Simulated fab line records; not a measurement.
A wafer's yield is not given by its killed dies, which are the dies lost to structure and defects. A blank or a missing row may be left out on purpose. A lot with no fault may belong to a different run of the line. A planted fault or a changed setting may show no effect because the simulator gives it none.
Comparing a struck lot with a sound one -- flow sky130 -- 14 out of 708 route steps
Sound: the wafers L195.2, L195.5, L195.6. The struck wafers were L206.2, L206.3, L206.5. The cause is named last.
Per side, at each step with rows, come the tool, then ch with its chambers, and then its first start. Under that, the readings that differ: sound wafers -- struck wafers -- difference of the means -- sigmas: that difference in standard deviations of wafers without a fault.
alike: readings whose means differ by less than 2 such deviations, and words and numbers that are the same on both sides. not compared: withheld readings, readings that some wafer has no value for, bounds like >300 that may hide the same value, and numbers for which the record gives no deviation and whose values overlap.
Wherever a step has rows on one side only, a row that says differs or no value, or a row with sigmas, the two part there. Non-overlapping numbers with no deviation appear without sigmas and do not part them. Lack of a reading on every wafer of one side parts them only where that side has two or more wafers.

first, 7 steps without rows for these wafers: SKY_PAD_OPEN_DEHYDRATE_00 (time 60 s); SKY_PAD_OPEN_HMDS_01 (prime time 60 s); SKY_PAD_OPEN_COAT_02 (resist thk 3000 nm); SKY_PAD_OPEN_SOFTBAKE_03; SKY_PAD_OPEN_EXPOSE_04 (exposes mask PDM, target cd 60000 nm); SKY_PAD_OPEN_PEB_05; SKY_PAD_OPEN_DEVELOP_06 (develop time 60 s).
SKY_PAD_OPEN_ETCH_07: etches the open film in CF4/O2, stops on AlCu, target depth 725 nm, time 161.1 s.
  sound on rie_diel-03 ch 0,2,3, day 45 16:21; struck on rie_diel-02 ch 1,2,3, day 48 12:12
reading,sound,struck,difference,sigmas
drypump_motor_current_A (A),6.3 5.9 6.6,5.6 5.4 5.2,-0.9,-2
  alike: cf4_flow_sccm, oes_product_au, throttle_valve_pct
  not compared: rf_hours_counter_h
SKY_PAD_OPEN_STRIP_08: strips in O2/N2.
  sound on plasma_asher-02 ch 0,1, day 45 16:28; struck on plasma_asher-02 ch 1, day 48 12:19
  alike: drypump_motor_current_A, n2_flow_sccm, oes_product_au
  not compared: rf_hours_counter_h
then, 3 steps without rows for these wafers: SKY_PAD_OPEN_STRIP_09 (strips in post etch residue remover, time 1200 s); SKY_PAD_OPEN_CLEAN_10 (cleans in IPA, time 180 s); SKY_PAD_OPEN_CLEAN_11 (cleans in O3/DIW).
SKY_PAD_OPEN_ANNEAL_12:
  sound on furnace-02 ch 0, day 45 17:09; struck on furnace-01 ch 0, day 48 12:54
reading,sound,struck,difference,sigmas
spike_tc_lower_C (C),399.6 400.3 401.1,397.4 397.7 397.9,-2.7,-3
spike_tc_upper_C (C),398.0 400.0 399.1,396.7 396.0 397.1,-2.4,-3
tube_center_temp_C (C),399.99 399.97 400.01,397.15 397.17 397.27,-2.79,-78
tube_center_temp_C_max,401.00 400.95 401.00,398.16 398.60 398.04,-2.72,-17
zone_power_top_pct (%),9.96 10.06 9.97,9.63 9.84 9.74,-0.26,-2
  alike: spike_tc_centre_C, zone_power_centre_pct
SKY_PAD_OPEN_BOW_MEAS_13:
  sound on film_metro-01, day 45 18:40; struck on film_metro-03, day 48 14:25
  alike: PAD_OPEN_BOW

## WHERE THEY PART
At SKY_PAD_OPEN_ETCH_07 first; at SKY_PAD_OPEN_ANNEAL_12 last (within this record only). Later steps at which nothing parts them and some readings are alike: SKY_PAD_OPEN_BOW_MEAS_13.

WHY: what had been put in by the simulator
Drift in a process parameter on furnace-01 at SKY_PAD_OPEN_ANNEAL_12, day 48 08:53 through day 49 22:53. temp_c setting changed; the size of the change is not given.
